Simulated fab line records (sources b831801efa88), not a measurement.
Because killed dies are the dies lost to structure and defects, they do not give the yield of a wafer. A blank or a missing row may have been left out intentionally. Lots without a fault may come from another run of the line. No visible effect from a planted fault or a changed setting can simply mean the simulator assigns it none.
Which tool is to blame? / flow gf180mcu / Sampling: 11 lots, 33 wafers, 4 of 602 route steps

== WHAT THE GAUGES READ, wafer by wafer ==
GF_VT_IMPLANT_TW_MEAS_32. Usual: VT_IMPLANT_3_TW gives 271 (standard deviation 3.1).
lot=L351; measured=day 6 23:02; on=filmMetro-04; VT_IMPLANT_3_TW=267 266 267; flag=
lot=L352; measured=day 7 04:41; on=filmMetro-01; VT_IMPLANT_3_TW=272 273 273; flag=
lot=L356; measured=day 8 06:56; on=filmMetro-04; VT_IMPLANT_3_TW=30 30 30; flag=OFF
lot=L359; measured=day 9 02:34; on=filmMetro-04; VT_IMPLANT_3_TW=269 270 270; flag=
lot=L364; measured=day 10 09:55; on=filmMetro-03; VT_IMPLANT_3_TW=266 265 267; flag=
lot=L365; measured=day 10 19:55; on=filmMetro-03; VT_IMPLANT_3_TW=267 267 267; flag=
lot=L366; measured=day 10 23:35; on=filmMetro-03; VT_IMPLANT_3_TW=267 267 267; flag=
lot=L369; measured=day 11 16:31; on=filmMetro-01; VT_IMPLANT_3_TW=276 276 275; flag=
lot=L371; measured=day 12 07:15; on=filmMetro-01; VT_IMPLANT_3_TW=275 273 274; flag=
lot=L373; measured=day 12 19:23; on=filmMetro-01; VT_IMPLANT_3_TW=273 274 274; flag=
lot=L374; measured=day 13 04:04; on=filmMetro-04; VT_IMPLANT_3_TW=267 269 269; flag=

GF_SAB_CD_MEAS_09: the cd target is 420 nm. Usual: cdNm 419.8 nm, standard deviation 2.6.
lot=L351; measured=day 15 06:45; on=cdSem-01; cdNm (nm)=418.3 419.1 421.4; flag=
lot=L352; measured=day 15 16:23; on=cdSem-02; cdNm (nm)=419.2 418.2 419.6; flag=
lot=L359; measured=day 18 03:53; on=cdSem-02; cdNm (nm)=424.4 426.8 425.6; flag=
lot=L364; measured=day 19 16:17; on=cdSem-02; cdNm (nm)=416.1 417.0 417.0; flag=
lot=L365; measured=day 20 13:22; on=cdSem-01; cdNm (nm)=422.0 421.7 419.5; flag=
lot=L366; measured=day 20 14:55; on=cdSem-01; cdNm (nm)=416.6 415.8 416.6; flag=
lot=L369; measured=day 21 09:50; on=cdSem-01; cdNm (nm)=422.3 419.0 420.6; flag=
lot=L371; measured=day 22 06:35; on=cdSem-02; cdNm (nm)=422.4 423.4 422.1; flag=
lot=L373; measured=day 22 17:27; on=cdSem-01; cdNm (nm)=416.9 419.1 418.0; flag=
lot=L374; measured=day 23 03:31; on=cdSem-01; cdNm (nm)=421.1 421.5 421.5; flag=

== WHICH TOOL RAN EACH LOT (tool, then ch and the chambers of the sampled wafers, then the start) ==
lot=L351; GF_VT_IMPLANT_STRIP_20=plasmaAsher-03 ch 0,1, day 6 07:25; GF_VT_IMPLANT_STRIP_31=plasmaAsher-04 ch 0,1, day 6 22:56
lot=L352; GF_VT_IMPLANT_STRIP_20=plasmaAsher-04 ch 0,1, day 6 13:13; GF_VT_IMPLANT_STRIP_31=plasmaAsher-04 ch 0,1, day 7 04:35
lot=L356; GF_VT_IMPLANT_STRIP_20=plasmaAsher-03 ch 0,1, day 7 15:20; GF_VT_IMPLANT_STRIP_31=plasmaAsher-01 ch 0,1, day 8 06:50
lot=L359; GF_VT_IMPLANT_STRIP_20=plasmaAsher-01 ch 0, day 8 09:35; GF_VT_IMPLANT_STRIP_31=plasmaAsher-04 ch 1, day 9 02:28
lot=L364; GF_VT_IMPLANT_STRIP_20=plasmaAsher-01 ch 0,1, day 9 15:37; GF_VT_IMPLANT_STRIP_31=plasmaAsher-01 ch 0,1, day 10 09:49
lot=L365; GF_VT_IMPLANT_STRIP_20=plasmaAsher-03 ch 0,1, day 10 01:45; GF_VT_IMPLANT_STRIP_31=plasmaAsher-01 ch 0, day 10 19:48
lot=L366; GF_VT_IMPLANT_STRIP_20=plasmaAsher-04 ch 0,1, day 10 05:07; GF_VT_IMPLANT_STRIP_31=plasmaAsher-01 ch 0, day 10 23:29
lot=L369; GF_VT_IMPLANT_STRIP_20=plasmaAsher-03 ch 0,1, day 10 22:03; GF_VT_IMPLANT_STRIP_31=plasmaAsher-03 ch 0, day 11 16:25
lot=L371; GF_VT_IMPLANT_STRIP_20=plasmaAsher-03 ch 0,1, day 11 12:23; GF_VT_IMPLANT_STRIP_31=plasmaAsher-04 ch 0,1, day 12 07:09
lot=L373; GF_VT_IMPLANT_STRIP_20=plasmaAsher-03 ch 0,1, day 12 00:02; GF_VT_IMPLANT_STRIP_31=plasmaAsher-03 ch 0,1, day 12 19:16
lot=L374; GF_VT_IMPLANT_STRIP_20=plasmaAsher-04 ch 0,1, day 12 08:26; GF_VT_IMPLANT_STRIP_31=plasmaAsher-04 ch 0,1, day 13 03:57
- GF_VT_IMPLANT_STRIP_20: strips in O2/N2.
- GF_VT_IMPLANT_STRIP_31: strips in O2/N2.

== AS READ BY THE TOOLS THEMSELVES (means over the sampled wafers that have a number; for cases with no such wafer, the mark the record gives instead) ==
GF_VT_IMPLANT_STRIP_20. Usual: drypumpMotorCurrentA 5.7 A, standard deviation 0.37; heaterPowerW 336 W, standard deviation 45; o2FlowSccm 3001 sccm, standard deviation 8.3; oesProductAu 0.715 a.u., standard deviation 0.0049; platenTempC 250.02 C, standard deviation 0.19; stripTimeToEndpointS 12.62 s, standard deviation 0.034.
lot=L351; tool=plasmaAsher-03; drypumpMotorCurrentA (A)=6.0; heaterPowerW (W)=302; o2FlowSccm (sccm)=2995; oesProductAu (a.u.)=0.718; platenTempC (C)=250.07; stripTimeToEndpointS (s)=12.66; flag=
lot=L352; tool=plasmaAsher-04; drypumpMotorCurrentA (A)=5.4; heaterPowerW (W)=357; o2FlowSccm (sccm)=3007; oesProductAu (a.u.)=0.716; platenTempC (C)=250.27; stripTimeToEndpointS (s)=12.64; flag=
lot=L356; tool=plasmaAsher-03; drypumpMotorCurrentA (A)=5.8; heaterPowerW (W)=298; o2FlowSccm (sccm)=2997; oesProductAu (a.u.)=0.912; platenTempC (C)=250.26; stripTimeToEndpointS (s)=-; flag=OFF
lot=L359; tool=plasmaAsher-01; drypumpMotorCurrentA (A)=5.3; heaterPowerW (W)=318; o2FlowSccm (sccm)=2999; oesProductAu (a.u.)=0.715; platenTempC (C)=250.00; stripTimeToEndpointS (s)=12.65; flag=
lot=L364; tool=plasmaAsher-01; drypumpMotorCurrentA (A)=5.4; heaterPowerW (W)=330; o2FlowSccm (sccm)=2999; oesProductAu (a.u.)=0.721; platenTempC (C)=250.06; stripTimeToEndpointS (s)=12.62; flag=
lot=L365; tool=plasmaAsher-03; drypumpMotorCurrentA (A)=6.0; heaterPowerW (W)=299; o2FlowSccm (sccm)=3003; oesProductAu (a.u.)=0.716; platenTempC (C)=249.84; stripTimeToEndpointS (s)=12.65; flag=
lot=L366; tool=plasmaAsher-04; drypumpMotorCurrentA (A)=5.4; heaterPowerW (W)=355; o2FlowSccm (sccm)=2999; oesProductAu (a.u.)=0.716; platenTempC (C)=249.85; stripTimeToEndpointS (s)=12.60; flag=
lot=L369; tool=plasmaAsher-03; drypumpMotorCurrentA (A)=5.8; heaterPowerW (W)=290; o2FlowSccm (sccm)=2994; oesProductAu (a.u.)=0.713; platenTempC (C)=250.24; stripTimeToEndpointS (s)=12.64; flag=
lot=L371; tool=plasmaAsher-03; drypumpMotorCurrentA (A)=5.8; heaterPowerW (W)=297; o2FlowSccm (sccm)=3000; oesProductAu (a.u.)=0.714; platenTempC (C)=250.00; stripTimeToEndpointS (s)=12.60; flag=
lot=L373; tool=plasmaAsher-03; drypumpMotorCurrentA (A)=5.8; heaterPowerW (W)=294; o2FlowSccm (sccm)=2998; oesProductAu (a.u.)=0.716; platenTempC (C)=249.98; stripTimeToEndpointS (s)=12.58; flag=
lot=L374; tool=plasmaAsher-04; drypumpMotorCurrentA (A)=5.7; heaterPowerW (W)=391; o2FlowSccm (sccm)=3006; oesProductAu (a.u.)=0.719; platenTempC (C)=249.98; stripTimeToEndpointS (s)=12.59; flag=

GF_VT_IMPLANT_STRIP_31. Usual: drypumpMotorCurrentA 5.6 A, standard deviation 0.35; heaterPowerW 339 W, standard deviation 43; o2FlowSccm 3000 sccm, standard deviation 9.3; oesProductAu 0.716 a.u., standard deviation 0.0043; platenTempC 250.02 C, standard deviation 0.2; stripTimeToEndpointS 12.62 s, standard deviation 0.031.
lot=L351; tool=plasmaAsher-04; drypumpMotorCurrentA (A)=5.4; heaterPowerW (W)=353; o2FlowSccm (sccm)=2995; oesProductAu (a.u.)=0.717; platenTempC (C)=249.99; stripTimeToEndpointS (s)=12.63; flag=
lot=L352; tool=plasmaAsher-04; drypumpMotorCurrentA (A)=5.4; heaterPowerW (W)=354; o2FlowSccm (sccm)=3006; oesProductAu (a.u.)=0.713; platenTempC (C)=249.92; stripTimeToEndpointS (s)=12.62; flag=
lot=L356; tool=plasmaAsher-01; drypumpMotorCurrentA (A)=5.4; heaterPowerW (W)=337; o2FlowSccm (sccm)=3005; oesProductAu (a.u.)=0.717; platenTempC (C)=250.12; stripTimeToEndpointS (s)=22.80; flag=OFF
lot=L359; tool=plasmaAsher-04; drypumpMotorCurrentA (A)=5.1; heaterPowerW (W)=325; o2FlowSccm (sccm)=2995; oesProductAu (a.u.)=0.718; platenTempC (C)=249.99; stripTimeToEndpointS (s)=12.64; flag=
lot=L364; tool=plasmaAsher-01; drypumpMotorCurrentA (A)=5.5; heaterPowerW (W)=347; o2FlowSccm (sccm)=3007; oesProductAu (a.u.)=0.717; platenTempC (C)=249.93; stripTimeToEndpointS (s)=12.66; flag=
lot=L365; tool=plasmaAsher-01; drypumpMotorCurrentA (A)=5.3; heaterPowerW (W)=318; o2FlowSccm (sccm)=2994; oesProductAu (a.u.)=0.712; platenTempC (C)=249.93; stripTimeToEndpointS (s)=12.62; flag=
lot=L366; tool=plasmaAsher-01; drypumpMotorCurrentA (A)=5.3; heaterPowerW (W)=315; o2FlowSccm (sccm)=3001; oesProductAu (a.u.)=0.715; platenTempC (C)=249.96; stripTimeToEndpointS (s)=12.60; flag=
lot=L369; tool=plasmaAsher-03; drypumpMotorCurrentA (A)=5.6; heaterPowerW (W)=289; o2FlowSccm (sccm)=3008; oesProductAu (a.u.)=0.714; platenTempC (C)=250.06; stripTimeToEndpointS (s)=12.61; flag=
lot=L371; tool=plasmaAsher-04; drypumpMotorCurrentA (A)=5.8; heaterPowerW (W)=387; o2FlowSccm (sccm)=2990; oesProductAu (a.u.)=0.717; platenTempC (C)=249.93; stripTimeToEndpointS (s)=12.57; flag=
lot=L373; tool=plasmaAsher-03; drypumpMotorCurrentA (A)=5.9; heaterPowerW (W)=294; o2FlowSccm (sccm)=3005; oesProductAu (a.u.)=0.718; platenTempC (C)=249.83; stripTimeToEndpointS (s)=12.67; flag=
lot=L374; tool=plasmaAsher-04; drypumpMotorCurrentA (A)=5.4; heaterPowerW (W)=355; o2FlowSccm (sccm)=2987; oesProductAu (a.u.)=0.719; platenTempC (C)=249.87; stripTimeToEndpointS (s)=12.63; flag=

== THE ANSWER, worked out from the rows above alone ==
Rule: a lot counts as off when the mean over its wafers that have a number is more than 3 standard deviations away from the usual mean. Also off: a lot with no number at a reading for which 4 or more lots have one. The other lots that the step has rows for count as sound. Order of review: gauges by route order, followed by the tools' own readings, for which a lot's mean as printed above is used. The first step at which some lot is off is used, and at that step the reading that is off furthest; a lot without a number counts as furthest.
Off: L356, at GF_VT_IMPLANT_TW_MEAS_32 (VT_IMPLANT_3_TW).
If a tool, at a process step before that reading, ran all the lots that are off and no sound lot after the first of them, it fits. Not tried: the gauges at GF_VT_IMPLANT_TW_MEAS_32; whatever is off there is also off at GF_VT_IMPLANT_STRIP_20, on other tools, and gauge error can't account for it. None of those tried fits.

== WHAT WAS PUT IN BY THE SIMULATOR ==
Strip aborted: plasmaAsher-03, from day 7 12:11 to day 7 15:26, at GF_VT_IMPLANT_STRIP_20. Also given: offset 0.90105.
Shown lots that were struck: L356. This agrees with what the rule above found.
